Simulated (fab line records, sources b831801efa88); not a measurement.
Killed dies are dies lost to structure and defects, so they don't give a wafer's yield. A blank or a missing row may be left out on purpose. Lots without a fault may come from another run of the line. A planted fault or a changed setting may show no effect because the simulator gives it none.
A struck lot beside a sound one | flow sky130 | 17 steps out of a route of 708
Sound: wafers L368.3, L368.4, L368.5. Struck: wafer L375.4. (L375.2, L375.3 of the same lot were not struck and are left out.) The cause comes at the end.
At each step with rows: each side's tool, then ch and its chambers, then its first start. Under that, the readings that differ: sound wafers | struck wafers | difference of the means | sigmas: that difference in standard deviations of wafers without a fault.
alike: readings whose means differ by less than 2 such deviations, and words and numbers that are the same on both sides. not compared: withheld readings, readings that some wafer has no value for, bounds like >300 that may hide the same value, and numbers for which the record gives no deviation and whose values overlap.
The two part at a step that has a row with sigmas, a row that says differs or no value, or rows on one side only. Numbers that don't overlap but have no deviation are shown without sigmas and don't part them. A reading that every wafer of one side lacks parts them only if that side has two wafers or more.

first, 3 steps without rows for these wafers: SKY_VIA1_EXPOSE_09 (exposes mask VIM, target cd 150 nm); SKY_VIA1_PEB_10; SKY_VIA1_DEVELOP_11 (develop time 60 s).
SKY_VIA1_CD_MEAS_12: target cd 150 nm.
  sound on cd_sem-02, day 35 07:38; struck on cd_sem-02, day 36 19:49
  reading    | sound             | struck | difference | sigmas
  cd_nm (nm) | 147.0 147.1 147.8 | 151.1  | +3.8       | +2
SKY_VIA1_OVL_MEAS_13:
  sound on overlay-01, day 35 07:43; struck on overlay-02, day 36 19:55
  alike: VIA1_OVL
SKY_VIA1_ETCH_14: etches BARC in N2/H2, stops on SiO2, time 45.9 s, target depth 60 nm.
  sound on rie_diel-02 ch 1,2, day 35 07:44; struck on rie_diel-02 ch 1, day 36 19:57
  alike: drypump_motor_current_A, oes_product_au, throttle_valve_pct
  not compared: rf_hours_counter_h
SKY_VIA1_ETCH_15: etches SiO2 in C4F8/O2/Ar, stops on TiN, target depth 351 nm, time 54 s.
  sound on rie_diel-02 ch 1,2, day 35 07:47; struck on rie_diel-02 ch 1, day 36 19:59
  alike: oes_product_au
  not compared: rf_hours_counter_h
SKY_VIA1_STRIP_16: strips in O2/N2.
  sound on plasma_asher-03 ch 0,1, day 35 07:52; struck on plasma_asher-03 ch 1, day 36 20:02
  reading                      | sound             | struck | difference | sigmas
  strip_time_to_endpoint_s (s) | 4.477 4.469 4.475 | 4.431  | -0.043     | -2
  alike: drypump_motor_current_A, oes_product_au
  not compared: rf_hours_counter_h
then, 3 steps without rows for these wafers: SKY_VIA1_STRIP_17 (strips in post etch residue remover, time 1200 s); SKY_VIA1_CLEAN_18 (cleans in IPA, time 180 s); SKY_VIA1_CLEAN_19 (cleans in O3/DIW).
SKY_VIA1_SPUTTER_20: material TiN, target thk 20 nm, time 80 s.
  sound on pvd_sputter-02, day 35 08:25; struck on pvd_sputter-03, day 36 20:38
  alike: throttle_valve_pct
SKY_VIA1_CVD_21: deposits W, target thk 270 nm, time 80.902 s.
  sound on cvd_w-01 ch 0,1, day 35 08:31; struck on cvd_w-01 ch 0, day 36 20:41
  reading                            | sound             | struck | difference | sigmas
  chamber_pressure_Torr (Torr)       | 39.93 39.94 39.97 | 43.88  | +3.93      | +45
  model.W_of_VIA1_CVD_21.thk_nm (nm) | 269.4 270.6 276   | 283.3  | +11.3      |
  alike: heater_power_outer_w, heater_power_w
  not compared: since_wet_clean_h
SKY_VIA1_RS_MEAS_22: measures by four-point-probe.
  sound on film_metro-01, day 35 08:37; struck on film_metro-04, day 36 20:48
  reading            | sound             | struck | difference | sigmas
  VIA1_W_RS (ohm/sq) | 0.428 0.425 0.418 | 0.405  | -0.019     | -5
SKY_VIA1_THK_MEAS_23: measures by xrf.
  sound on film_metro-01, day 35 08:43; struck on film_metro-04, day 36 20:55
  reading         | sound       | struck | difference | sigmas
  VIA1_W_THK (nm) | 275 276 283 | 292    | +14        | +4
SKY_VIA1_CMP_24: polishes, stops on SiO2, t overpolish 15 s, target thk 0 nm.
  sound on cmp-01 ch 2,3, day 35 08:46; struck on cmp-02 ch 3, day 36 21:01
  reading                | sound          | struck | difference | sigmas
  time_to_endpoint_s (s) | 62.4 63.0 65.4 | 70.1   | +6.5       | +3
  alike: motor_current_A, overpolish_run_s
-- the record jumps here: 11 days lie between the struck wafers' starts before and after (it left off in module VIA1 and takes up again in module PAD_OPEN, whose first step shown is number 708 of the route) --
SKY_PAD_OPEN_PROBE_99:
  sound on prober-01, day 46 17:41; struck on prober-02, day 48 00:35
  alike: defect_limited_yield, killed_at_M0_to_M3, killed_at_M4_up, killed_at_contacts, killed_at_front_end, killed_at_other, killed_dies, killed_open, killed_short, sort_bin_3_pad_short, sort_bin_5_function, sort_bin_6_memory, sort_n_pass, sort_yield_pct

WHERE THEY PART
First at SKY_VIA1_CD_MEAS_12; last, within this record, at SKY_VIA1_CMP_24. Later steps at which nothing parts them and some readings are alike: SKY_PAD_OPEN_PROBE_99.

WHY: what the simulator had put in
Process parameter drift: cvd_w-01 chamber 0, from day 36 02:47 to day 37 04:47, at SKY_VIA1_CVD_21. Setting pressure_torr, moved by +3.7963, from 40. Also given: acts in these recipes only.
